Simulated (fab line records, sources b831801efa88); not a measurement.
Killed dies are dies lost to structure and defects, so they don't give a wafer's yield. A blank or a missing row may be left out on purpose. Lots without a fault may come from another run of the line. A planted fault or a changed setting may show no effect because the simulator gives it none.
Which tool did it? | flow gf180mcu | 13 lots, 39 wafers sampled, at 5 steps of a route of 602

WHAT THE GAUGES READ, wafer by wafer
GF_VT_IMPLANT_RS_MEAS_49: measures by four-point-probe.
lot  | measured     | on            | MVPSD_RS (ohm/sq)
L490 | day 7 21:05  | film_metro-04 | 1173.3 1173.0 1174.8
L491 | day 8 04:38  | film_metro-04 | 1168.4 1169.3 1169.2
L492 | day 8 10:58  | film_metro-04 | 1166.6 1167.2 1169.6
L494 | day 8 20:56  | film_metro-03 | 1173.0 1170.8 1171.5
L495 | day 9 08:46  | film_metro-03 | 1173.9 1168.7 1173.8
L497 | day 9 21:46  | film_metro-04 | 1151.3 1147.6 1149.5
L498 | day 10 00:53 | film_metro-03 | 1145.2 1148.5 1151.0
L500 | day 10 15:57 | film_metro-04 | 1173.8 1173.6 1173.0
L504 | day 11 19:55 | film_metro-04 | 1150.7 1149.9 1149.3
L506 | day 12 08:06 | film_metro-01 | 1173.1 1172.3 1171.6
L508 | day 13 00:23 | film_metro-04 | 1171.3 1172.4 1171.4
L511 | day 13 15:55 | film_metro-01 | 1174.2 1172.6 1168.8
L512 | day 14 02:35 | film_metro-04 | 1174.1 1171.2 1175.0

GF_V1_CD_MEAS_14: target cd 260 nm.
lot  | measured     | on        | cd_nm (nm)
L490 | day 18 17:44 | cd_sem-02 | 259.6 260.5 259.4
L491 | day 18 23:24 | cd_sem-02 | 260.2 262.2 260.5
L492 | day 19 09:28 | cd_sem-02 | 261.1 260.9 261.5
L494 | day 20 01:46 | cd_sem-01 | 258.3 257.5 258.5
L495 | day 20 16:39 | cd_sem-01 | 259.9 260.4 259.9
L497 | day 21 09:08 | cd_sem-02 | 259.7 259.3 260.0
L498 | day 21 13:02 | cd_sem-01 | 257.5 257.5 256.4
L500 | day 22 09:52 | cd_sem-02 | 259.8 261.0 260.5
L504 | day 23 21:48 | cd_sem-01 | 258.9 258.9 259.1
L506 | day 24 08:22 | cd_sem-01 | 261.6 262.6 261.3
L508 | day 25 05:55 | cd_sem-01 | 257.5 258.0 259.0
L511 | day 25 18:19 | cd_sem-02 | 260.6 260.5 260.7
L512 | day 26 04:52 | cd_sem-02 | 258.7 258.8 258.6

WHICH TOOL RAN EACH LOT (tool, then ch and the chambers of the sampled wafers, then the start)
lot  | GF_MVPSD_IMPLANT_08             | GF_SALICIDE_RTA_08               | GF_M1_SPUTTER_00
L490 | implanter-02 ch 0, day 5 06:42  | rtp_anneal-01 ch 0, day 15 16:26 | pvd_sputter-02, day 16 17:25
L491 | implanter-02 ch 0, day 5 14:04  | rtp_anneal-02 ch 0, day 15 20:04 | pvd_sputter-01, day 16 21:23
L492 | implanter-01 ch 0, day 5 18:31  | rtp_anneal-01 ch 0, day 16 06:49 | pvd_sputter-01, day 17 08:07
L494 | implanter-03 ch 0, day 6 03:51  | rtp_anneal-02 ch 0, day 16 21:43 | pvd_sputter-02, day 17 23:29
L495 | implanter-03 ch 0, day 6 15:12  | rtp_anneal-01 ch 0, day 17 12:50 | pvd_sputter-02, day 18 14:35
L497 | implanter-03 ch 0, day 7 02:05  | rtp_anneal-01 ch 0, day 18 04:33 | pvd_sputter-01, day 19 06:59
L498 | implanter-03 ch 0, day 7 05:40  | rtp_anneal-01 ch 0, day 18 08:50 | pvd_sputter-01, day 19 11:19
L500 | implanter-01 ch 0, day 7 18:43  | rtp_anneal-01 ch 0, day 19 06:06 | pvd_sputter-01, day 20 08:13
L504 | implanter-03 ch 0, day 8 19:28  | rtp_anneal-02 ch 0, day 20 19:23 | pvd_sputter-02, day 21 21:37
L506 | implanter-02 ch 0, day 9 08:01  | rtp_anneal-02 ch 0, day 21 07:29 | pvd_sputter-01, day 22 09:16
L508 | implanter-02 ch 0, day 9 19:58  | rtp_anneal-01 ch 0, day 22 06:09 | pvd_sputter-02, day 23 07:36
L511 | implanter-02 ch 0, day 10 10:36 | rtp_anneal-01 ch 0, day 22 20:40 | pvd_sputter-01, day 23 21:17
L512 | implanter-01 ch 0, day 10 20:16 | rtp_anneal-01 ch 0, day 23 07:28 | pvd_sputter-02, day 24 07:34
- GF_MVPSD_IMPLANT_08
- GF_SALICIDE_RTA_08: time 30 s.
- GF_M1_SPUTTER_00: material Ti, target thk 37.5 nm, time 150 s.

WHAT THE TOOLS THEMSELVES READ (means of the sampled wafers that have a number; where no wafer has one, the mark that the record gives instead)
GF_MVPSD_IMPLANT_08.
lot  | tool         | dose_ions_cm2 | faraday_current_uA
L490 | implanter-02 | 1.5010e+13    | 85.0
L491 | implanter-02 | 1.4993e+13    | 85.0
L492 | implanter-01 | 1.5021e+13    | 84.3
L494 | implanter-03 | 1.4993e+13    | 84.7
L495 | implanter-03 | 1.5014e+13    | 84.9
L497 | implanter-03 | 1.5613e+13    | 85.3
L498 | implanter-03 | 1.5600e+13    | 87.7
L500 | implanter-01 | 1.5009e+13    | 83.9
L504 | implanter-03 | 1.5591e+13    | 86.8
L506 | implanter-02 | 1.4987e+13    | 85.2
L508 | implanter-02 | 1.5010e+13    | 84.5
L511 | implanter-02 | 1.4982e+13    | 84.7
L512 | implanter-01 | 1.5004e+13    | 85.1

GF_SALICIDE_RTA_08.
lot  | tool          | lamp_power_pct (%) | wafer_temp_C_max
L490 | rtp_anneal-01 | 16.0               | 802.4
L491 | rtp_anneal-02 | 21.1               | 805.1
L492 | rtp_anneal-01 | 16.0               | 803.6
L494 | rtp_anneal-02 | 21.1               | 807.4
L495 | rtp_anneal-01 | 15.9               | 802.6
L497 | rtp_anneal-01 | 16.0               | 803.3
L498 | rtp_anneal-01 | 16.0               | 802.6
L500 | rtp_anneal-01 | 16.0               | 802.2
L504 | rtp_anneal-02 | 21.1               | 805.2
L506 | rtp_anneal-02 | 21.1               | 805.3
L508 | rtp_anneal-01 | 16.0               | 802.7
L511 | rtp_anneal-01 | 16.0               | 802.8
L512 | rtp_anneal-01 | 16.0               | 802.6

GF_M1_SPUTTER_00.
lot  | tool           | cathode_dc_power_W (W) | substrate_temp_c (C) | throttle_valve_pct (%)
L490 | pvd_sputter-02 | 3999.6                 | 199.94               | 30.5
L491 | pvd_sputter-01 | 4000.0                 | 200.01               | 30.2
L492 | pvd_sputter-01 | 3999.9                 | 200.12               | 29.6
L494 | pvd_sputter-02 | 4000.2                 | 200.14               | 30.2
L495 | pvd_sputter-02 | 4000.4                 | 199.90               | 31.1
L497 | pvd_sputter-01 | 3999.1                 | 199.93               | 30.8
L498 | pvd_sputter-01 | 4000.4                 | 200.04               | 30.1
L500 | pvd_sputter-01 | 4000.7                 | 199.94               | 29.5
L504 | pvd_sputter-02 | 4000.3                 | 200.00               | 28.4
L506 | pvd_sputter-01 | 3999.6                 | 200.14               | 30.2
L508 | pvd_sputter-02 | 4000.1                 | 200.02               | 29.7
L511 | pvd_sputter-01 | 4000.1                 | 200.02               | 30.2
L512 | pvd_sputter-02 | 3999.5                 | 199.97               | 29.9

THE ANSWER, worked out from the rows above alone
Rule: what is usual is taken from the lots themselves. Put in order of their means at a reading, lots are off if they are a third of the lots or fewer, leave a main group of 4 or more, and stand apart from it by a gap of 3 or more times the standard deviation of the main group's means; of several such gaps the widest counts. A main group whose means are all the same, to the digits that the tables above print for the reading, isn't used. A lot without any number at a reading at which 4 lots or more have one is off too. The other lots that the step has rows for count as sound. The gauges are gone through in route order, then the tools' own readings, and for those a lot's mean is taken as printed above. The first step at which some lot is off is used, and at that step the reading that is off furthest; a lot without a number counts as furthest.
Off: L497, L498, L504, at GF_VT_IMPLANT_RS_MEAS_49 (MVPSD_RS). The main group: mean 1171.7 ohm/sq, standard deviation 1.8.
A tool fits if, at a process step before that reading, it ran every lot that is off, and no sound lot after the first of them. The gauges at GF_VT_IMPLANT_RS_MEAS_49 aren't tried: what is off there is off at GF_MVPSD_IMPLANT_08 too, on other tools, and a gauge's error can't cause that. One fits: implanter-03 at GF_MVPSD_IMPLANT_08. Its last sound lot is L495 (day 6 15:12), its first lot that is off L497 (day 7 02:05): a fault that began between those two fits.
The tool's own readings at GF_MVPSD_IMPLANT_08 bear it out: on the lots that are off they differ by more than 5 times the standard deviation of the sound lots' means. dose_ions_cm2 reads 1.5601e+13 there against 1.5002e+13 on the sound lots.

WHAT THE SIMULATOR HAD PUT IN
Process parameter drift: implanter-03, from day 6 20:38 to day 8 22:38, at GF_MVPSD_IMPLANT_08. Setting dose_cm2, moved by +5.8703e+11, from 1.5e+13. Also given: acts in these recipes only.
Lots struck among those shown: L497, L498, L504. The rule above found the same.
